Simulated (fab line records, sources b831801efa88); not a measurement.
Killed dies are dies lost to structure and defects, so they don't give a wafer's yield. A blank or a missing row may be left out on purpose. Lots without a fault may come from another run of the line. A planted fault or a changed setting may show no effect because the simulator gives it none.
One fault seen from 2 desks | flow gf180mcu | each desk has only its own numbers; what lay behind them comes last

THE METROLOGY DESK
What the gauges read, lot by lot, whatever tool the lot ran on: means of the sampled wafers that have a number. A lot is out of limits, marked OUT, if its mean lies more than 4 standard deviations from the usual mean; the brackets give that distance.
Columns: A = cd_nm at GF_STI_CD_MEAS_12, usual 220.0 nm; B = M1_ALCU_RS at GF_M1_RS_MEAS_05, usual 0.0702 ohm/sq; C = M1_ALCU_THK at GF_M1_THK_MEAS_06, usual 443 nm
lot  | first seen here | A                | B      | C
L772 | day 2 01:24     | 219.2            | 0.0712 | 436
L773 | day 2 06:20     | 221.7            | 0.0708 | 437
L774 | day 2 11:45     | 218.0            | 0.0705 | 438
L776 | day 2 22:14     | 219.3            | 0.0701 | 449
L779 | day 3 13:20     | 222.0            | 0.0697 | 448
L781 | day 3 22:45     | 219.6            | 0.0703 | 444
L782 | day 4 05:56     | 221.3            | 0.0704 | 445
L785 | day 4 21:00     | 220.6            | 0.0705 | 440
L786 | day 5 01:26     | 218.6            | 0.0708 | 435
L791 | day 6 02:38     | 220.0            | 0.0698 | 444
L792 | day 6 08:26     | 215.6            | 0.0702 | 442
L793 | day 6 16:38     | 214.2 (-4.5) OUT | 0.0701 | 442
L795 | day 6 23:42     | 220.4            | 0.0685 | 451
This desk's finding: out of limits on L793; first on L793, day 6 16:38 (cd_nm at GF_STI_CD_MEAS_12). In limits: L772, L773, L774, L776, L779, L781, L782, L785, L786, L791, L792, L795.

THE TOOL OWNER'S DESK: litho_track-04
The tool's own readings at GF_STI_SOFTBAKE_08 (time 60 s): means of the sampled wafers that have a number, for each lot that ran on this tool. A lot is out of limits, marked OUT, if its mean lies more than 4 standard deviations from the usual mean; the brackets give that distance.
Columns: A = exhaust_pa at GF_STI_SOFTBAKE_08, usual 44.7 Pa; B = heater_power_total_W at GF_STI_SOFTBAKE_08, usual 93.05 W; C = plate_temp_C at GF_STI_SOFTBAKE_08, usual 129.97 C
lot  | first seen here | A    | B               | C
L773 | day 2 00:17     | 45.4 | 93.04           | 129.98
L774 | day 2 05:38     | 45.6 | 93.04           | 129.93
L776 | day 2 16:08     | 44.6 | 93.05           | 129.97
L781 | day 3 16:37     | 45.0 | 93.06           | 129.85
L792 | day 6 00:53     | 44.5 | 94.77 (+29) OUT | 131.90 (+15) OUT
L793 | day 6 09:25     | 44.7 | 94.81 (+29) OUT | 131.82 (+14) OUT
This desk's finding: out of limits on L792, L793; first on L792, day 6 00:53 (heater_power_total_W at GF_STI_SOFTBAKE_08). In limits: L773, L774, L776, L781.

PUT TOGETHER
The tool owner's desk could have raised an alarm at day 6 00:53, on L792, L793.
The metrology desk could have raised an alarm at day 6 16:38, on L793.
The metrology desk has L792 on record, within its limits.
Of the lots named, all ran GF_STI_SOFTBAKE_08 on litho_track-04.

WHAT THE SIMULATOR HAD PUT IN
Process parameter drift: litho_track-04, from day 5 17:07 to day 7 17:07, at GF_STI_SOFTBAKE_08. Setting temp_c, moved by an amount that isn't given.
Lots struck among those shown: L792, L793.
Hours from the fault's start to each desk's first reading out of limits: the tool owner's desk, 8; the metrology desk, 24.
